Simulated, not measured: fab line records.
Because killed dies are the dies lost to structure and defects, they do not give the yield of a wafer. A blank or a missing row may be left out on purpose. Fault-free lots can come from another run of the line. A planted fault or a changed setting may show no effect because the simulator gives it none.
A struck lot beside a sound one ; flow sky130 ; 15 out of 708 route steps
Sound: these wafers, L163.1, L163.3, L163.5. The struck wafers were L164.2, L164.3, L164.4. Last of all comes the cause.
For every step that has rows: the tool of each side, followed by ch and its chambers, followed by its first start. Under that, the readings that differ: sound wafers ; struck wafers ; difference of the means ; sigmas: that difference in standard deviations of wafers without a fault.
alike: words and numbers the same on both sides, and readings whose means are apart by under 2 such deviations; not compared: readings that were withheld, readings missing a value for some wafer, numbers with overlapping values and no deviation given by the record, and bounds like >300 which may hide the same value.
A row with sigmas, a row that says differs or no value, or rows on one side alone: a step with any of these is where the two part. Non-overlapping numbers with no deviation appear without sigmas and do not part them. A reading that every wafer of one side lacks parts them only if that side has two wafers or more.

first, 3 steps without rows for these wafers: SKY_CONTACT_ETCH_16 (etches BARC in N2/H2, stops on SiO2, time 45.9 s, target depth 60 nm); SKY_CONTACT_ETCH_17 (etches SiO2 in C4F8/O2/Ar, stops on Si3N4, target depth 340 nm); SKY_CONTACT_ETCH_18 (etches Si3N4 in CHF3/O2, stops on TiN, time 39 s, target depth 75 nm).
SKY_CONTACT_STRIP_19: strips in O2/N2.
  sound on plasma asher-01 ch 0,1, day 32 11:53; struck on plasma asher-04 ch 0,1, day 34 01:56
reading;sound;struck;difference;sigmas
drypump motor current A (A);6.4 6.4 6.2;5.4 5.6 5.4;-0.9;-3
  alike: o2 flow sccm, oes product au, strip time to endpoint s
  not compared: rf hours counter h
then, 3 steps without rows for these wafers: SKY_CONTACT_STRIP_20 (strips in post etch residue remover, time 1200 s); SKY_CONTACT_CLEAN_21 (cleans in IPA, time 180 s); SKY_CONTACT_CLEAN_22 (cleans in O3/DIW).
SKY_CONTACT_SPUTTER_23: material TiN, target thk 20 nm, time 80 s.
  struck on pvd sputter-04, day 34 02:34; sound on pvd sputter-02, day 32 12:29
  alike: chamber pressure pa, throttle valve pct
SKY_CONTACT_CVD_24: deposits W, target thk 340 nm, time 102.12 s.
  sound on cvd w-02 ch 0,1, day 32 12:32; struck on cvd w-02 ch 0,1, day 34 02:37
  alike: heater power w
SKY_CONTACT_RS_MEAS_25: uses a four-point probe to measure.
  struck on film metro-01, day 34 02:45; sound on film metro-01, day 32 12:39
  alike: CONTACT_W_RS
SKY_CONTACT_THK_MEAS_26: measures by xrf.
  struck on film metro-01, day 34 02:52; sound on film metro-01, day 32 12:46
  alike: CONTACT_W_THK
SKY_CONTACT_CMP_27: polishes, stops on SiO2, t overpolish 15 s, target thk 0 nm.
  sound on cmp-01 ch 0,2,3, day 32 13:06; struck on cmp-02 ch 1,2,3, day 34 02:55
  alike: motor current A, overpolish run s, slurry flow ml min, time to endpoint s
SKY_METAL1_SPUTTER_00: material Ti, target thk 15 nm, time 10 s.
  struck on pvd sputter-02, day 34 03:13; sound on pvd sputter-01, day 32 13:24
reading;sound;struck;difference;sigmas
model.Ti_of_METAL1_SPUTTER_00.thk nm (nm);15.06 14.93 14.82;11.25 10.9 11.11;-3.85;
  alike: chamber pressure pa, throttle valve pct
SKY_METAL1_SPUTTER_01: material TiN, target thk 20 nm, time 16.7 s.
  struck on pvd sputter-02, day 34 03:14; sound on pvd sputter-01, day 32 13:26
  alike: chamber pressure pa, throttle valve pct
following that, these wafers have no rows for 1 step: SKY_PAD_OPEN_PROBE_99.

## WHERE THEY PART
Only at SKY_CONTACT_STRIP_19, as far as this record shows. Later steps at which nothing parts them and some readings are alike: SKY_CONTACT_SPUTTER_23, SKY_CONTACT_CVD_24, SKY_CONTACT_RS_MEAS_25, SKY_CONTACT_THK_MEAS_26, SKY_CONTACT_CMP_27, SKY_METAL1_SPUTTER_00, SKY_METAL1_SPUTTER_01.

WHY: what the simulator had put in
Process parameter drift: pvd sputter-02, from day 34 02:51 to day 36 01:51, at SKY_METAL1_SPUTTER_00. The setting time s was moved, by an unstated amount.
